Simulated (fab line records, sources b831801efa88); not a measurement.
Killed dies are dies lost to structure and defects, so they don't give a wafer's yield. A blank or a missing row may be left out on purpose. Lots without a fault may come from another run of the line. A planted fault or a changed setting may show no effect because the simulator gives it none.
Which tool did it? | flow sky130 | 13 lots, 39 wafers sampled, at 3 steps of a route of 708

WHAT THE GAUGES READ, wafer by wafer
SKY_VT_ADJUST_LVTN_OVL_MEAS_18. Usual: VT_ADJUST_LVTN_01_OVL 0.6 nm, standard deviation 1.5.
lot  | measured     | on         | VT_ADJUST_LVTN_01_OVL (nm) | flag
L210 | day 8 13:41  | overlay-01 | 2.5 -1.5 -1.0              |
L211 | day 8 15:04  | overlay-01 | 1.6 0.9 3.1                |
L212 | day 8 23:18  | overlay-02 | 0.0 0.0 2.2                |
L213 | day 9 03:28  | overlay-02 | -0.8 -1.2 -1.9             |
L214 | day 9 05:53  | overlay-01 | 1.5 0.4 -0.4               |
L215 | day 9 06:50  | overlay-01 | -0.7 -1.3 -1.4             |
L216 | day 9 19:28  | overlay-02 | 3.3 3.4 4.6                |
L217 | day 9 19:46  | overlay-01 | -1.4 -1.3 -0.6             |
L218 | day 10 07:05 | overlay-02 | 0.9 -0.7 1.9               |
L219 | day 10 13:43 | overlay-01 | 1.3 3.5 2.1                |
L226 | day 12 10:40 | overlay-01 | -1.6 -0.1 -0.7             |
L228 | day 12 18:08 | overlay-01 | -0.3 -0.7 0.5              |
L230 | day 13 11:47 | overlay-01 | 1.7 1.0 0.4                |

SKY_SONOS_TUNNEL_CD_MEAS_07: target cd 410 nm. Usual: cd_nm 410.1 nm, standard deviation 2.3.
lot  | measured     | on        | cd_nm (nm)        | flag
L210 | day 12 08:56 | cd_sem-01 | 414.0 411.4 415.3 |
L211 | day 12 10:12 | cd_sem-01 | 411.1 412.6 412.3 |
L212 | day 12 20:41 | cd_sem-01 | 412.7 409.7 412.4 |
L213 | day 13 00:59 | cd_sem-01 | 410.0 409.9 410.5 |
L214 | day 13 03:44 | cd_sem-02 | 412.3 416.0 412.0 |
L215 | day 13 05:25 | cd_sem-01 | 412.6 412.7 413.9 |
L216 | day 13 20:51 | cd_sem-02 | 409.3 410.9 409.9 |
L217 | day 13 21:08 | cd_sem-02 | 409.6 408.8 409.2 |
L218 | day 14 10:35 | cd_sem-01 | 405.1 406.4 406.1 |
L219 | day 14 16:30 | cd_sem-02 | 407.3 409.5 407.9 |
L226 | day 16 23:08 | cd_sem-02 | 410.1 409.8 409.3 |
L228 | day 17 06:38 | cd_sem-02 | 408.4 410.6 408.1 |
L230 | day 18 02:53 | cd_sem-01 | 408.9 408.6 407.6 |

SKY_POLY_GATE_CD_MEAS_22. Usual: cd_nm 150.3 nm, standard deviation 2.6.
lot  | measured     | on        | cd_nm (nm)        | flag
L210 | day 17 09:23 | cd_sem-01 | 148.6 151.5 148.3 |
L211 | day 17 14:50 | cd_sem-01 | 147.2 153.0 153.7 |
L212 | day 18 05:13 | cd_sem-01 | 147.7 147.9 151.7 |
L213 | day 18 06:40 | cd_sem-02 | 151.2 152.9 153.5 |
L214 | day 18 12:21 | cd_sem-02 | 144.9 151.6 152.0 |
L215 | day 18 16:31 | cd_sem-02 | 149.9 148.4 150.3 |
L216 | day 19 03:49 | cd_sem-01 | 151.4 150.3 151.4 |
L217 | day 19 09:29 | cd_sem-01 | 149.7 147.9 149.1 |
L218 | day 19 23:16 | cd_sem-02 | 147.8 140.7 150.7 |
L219 | day 20 06:51 | cd_sem-01 | 149.5 154.0 151.2 |
L226 | day 22 19:34 | cd_sem-01 | 150.6 151.6 150.5 |
L228 | day 23 03:19 | cd_sem-01 | 150.1 142.8 151.3 |
L230 | day 23 19:58 | cd_sem-01 | 152.6 154.1 151.5 |

WHICH TOOL RAN EACH LOT (tool, then ch and the chambers of the sampled wafers, then the start)
The record holds no process step before these readings.

WHAT THE TOOLS THEMSELVES READ (means of the sampled wafers that have a number; where no wafer has one, the mark that the record gives instead)
The record holds no such reading with a usual standard deviation.

THE ANSWER, worked out from the rows above alone
Rule: a lot is off if the mean of its wafers that have a number lies more than 3 standard deviations from the usual mean. A lot without any number at a reading at which 4 lots or more have one is off too. The other lots that the step has rows for count as sound. The gauges are gone through in route order, then the tools' own readings, and for those a lot's mean is taken as printed above. The first step at which some lot is off is used, and at that step the reading that is off furthest; a lot without a number counts as furthest.
No lot is off at any reading shown: from this, nothing can be told.

WHAT THE SIMULATOR HAD PUT IN
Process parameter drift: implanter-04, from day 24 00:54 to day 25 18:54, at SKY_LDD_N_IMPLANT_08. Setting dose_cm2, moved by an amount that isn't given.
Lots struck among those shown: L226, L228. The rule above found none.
